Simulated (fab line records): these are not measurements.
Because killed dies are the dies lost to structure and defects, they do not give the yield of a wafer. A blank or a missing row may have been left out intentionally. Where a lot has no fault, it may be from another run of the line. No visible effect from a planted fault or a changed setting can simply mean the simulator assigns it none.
Comparing a struck lot with a sound one + flow sky130 + 16 steps out of a route of 708
Sound: the wafers L171.1, L171.5, L171.6. Struck: wafers L181.1, L181.6. (L181.5 of the same lot was not struck and is left out.) The cause comes at the end.
At each step with rows: each side's tool, then ch and its chambers, then its first start. Under that, the readings that differ: sound wafers + struck wafers + difference of the means + sigmas: that difference in standard deviations of wafers without a fault.
alike: words and numbers the same on both sides, and readings whose means are apart by under 2 such deviations; not compared: readings that were withheld, readings missing a value for some wafer, numbers with overlapping values and no deviation given by the record, and bounds like >300 which may hide the same value.
The two part at a step that has a row with sigmas, a row that says differs or no value, or rows on one side only. When numbers do not overlap yet have no deviation, they are printed without sigmas and do not part them. Lack of a reading on every wafer of one side parts them only where that side has two or more wafers.

SKY_METAL5_SPUTTER_03: material Ti, target thk 5 nm, time 3.3 s.
  sound: pvdSputter-03 at day 44 14:55; struck: pvdSputter-01 at day 47 01:47
  alike: throttleValvePct
SKY_METAL5_SPUTTER_04: material TiN, target thk 70 nm, time 58.3 s.
  sound: pvdSputter-03 at day 44 14:56; struck: pvdSputter-01 at day 47 01:48
  alike: throttleValvePct
SKY_METAL5_RS_MEAS_05: the measuring method here is four-point-probe.
  sound: filmMetro-04 at day 44 14:59; struck: filmMetro-03 at day 47 01:51
  alike: METAL5_ALCU_RS
SKY_METAL5_THK_MEAS_06: measures by xrf.
  sound: filmMetro-04 at day 44 15:06; struck: filmMetro-03 at day 47 01:58
  alike: METAL5_ALCU_THK
then, 7 steps without rows for these wafers: SKY_METAL5_DEHYDRATE_07 (time 60 s); SKY_METAL5_HMDS_08 (prime time 60 s); SKY_METAL5_COAT_09 (resist thk 1800 nm); SKY_METAL5_SOFTBAKE_10 (time 60 s); SKY_METAL5_EXPOSE_11 (exposes mask MM5, target cd 1600 nm); SKY_METAL5_PEB_12; SKY_METAL5_DEVELOP_13 (develop time 60 s).
SKY_METAL5_DESCUM_14: chemistry O2, time 11 s.
  sound on rieMetal-01 ch 0,1, day 45 12:07; struck on rieMetal-02 ch 0, day 47 21:32
| reading                  | sound       | struck  | difference | sigmas |
|--------------------------|-------------|---------|------------|--------|
| drypumpMotorCurrentA (A) | 6.3 6.5 6.3 | 4.9 4.9 | -1.5       | -3     |
  alike: chamberPressureMTorr, oesProductAu
  not compared: rfHoursCounterH
SKY_METAL5_METAL_ETCH_15: etches the open film in Cl2/BCl3, stops on SiO2, target depth 1260 nm, time 252 s.
  sound on rieMetal-01 ch 0,1, day 45 12:09; struck on rieMetal-02 ch 0, day 47 21:34
| reading                                    | sound             | struck          | difference | sigmas |
|--------------------------------------------|-------------------|-----------------|------------|--------|
| drypumpMotorCurrentA (A)                   | 6.2 6.5 6.3       | 4.9 4.9         | -1.4       | -3     |
| oesProductAu (a.u.)                        | 0.896 0.894 0.894 | 0.832 0.828     | -0.065     | -12    |
| overEtchFrac                               | 0.2 0.2 0.2       | 0.34468 0.34468 | +0.14468   |        |
| model.NOVOLAK_of_METAL5_COAT_09.thkNm (nm) | 1024 1019 1034    | 949.2 950.6     | -75.8      |        |
  alike: bcl3FlowSccm, chamberPressureMTorr, mfcCl2Sccm, throttleValvePct
  not compared: rfHoursCounterH, model.METAL5.cdNm, model.SiO2_of_VIA4_HDPCVD_00.thkNm
SKY_METAL5_STRIP_16: strips in O2/N2.
  sound on plasmaAsher-04 ch 0,1, day 45 12:23; struck on plasmaAsher-01 ch 1, day 47 21:49
| reading                  | sound             | struck      | difference | sigmas |
|--------------------------|-------------------|-------------|------------|--------|
| stripTimeToEndpointS (s) | 12.94 12.88 13.04 | 12.14 12.16 | -0.80      | -8     |
  alike: chamberPressureMTorr, drypumpMotorCurrentA, n2FlowSccm, oesProductAu
  not compared: rfHoursCounterH
then, 1 step without rows for these wafers: SKY_METAL5_STRIP_17 (strips in post etch residue remover, time 1200 s).
SKY_PAD_OPEN_PROBE_99:
  sound: prober-02 at day 47 09:50; struck: prober-02 at day 49 15:02
  alike: defectLimitedYield, killed_at_M0_to_M3, killed_at_M4_up, killedAtContacts, killedAtFrontEnd, killedAtOther, killedDies, killedOpen, killedShort, sort_bin_3_pad_short, sort_bin_5_function, sort_bin_6_memory, sortNPass, sortYieldPct
  not compared: model.etest.met5.widthNm

WHERE THEY PART
At SKY_METAL5_DESCUM_14 first; at SKY_METAL5_STRIP_16 last (within this record only). Later steps at which nothing parts them and some readings are alike: SKY_PAD_OPEN_PROBE_99.

WHY: what had been put in by the simulator
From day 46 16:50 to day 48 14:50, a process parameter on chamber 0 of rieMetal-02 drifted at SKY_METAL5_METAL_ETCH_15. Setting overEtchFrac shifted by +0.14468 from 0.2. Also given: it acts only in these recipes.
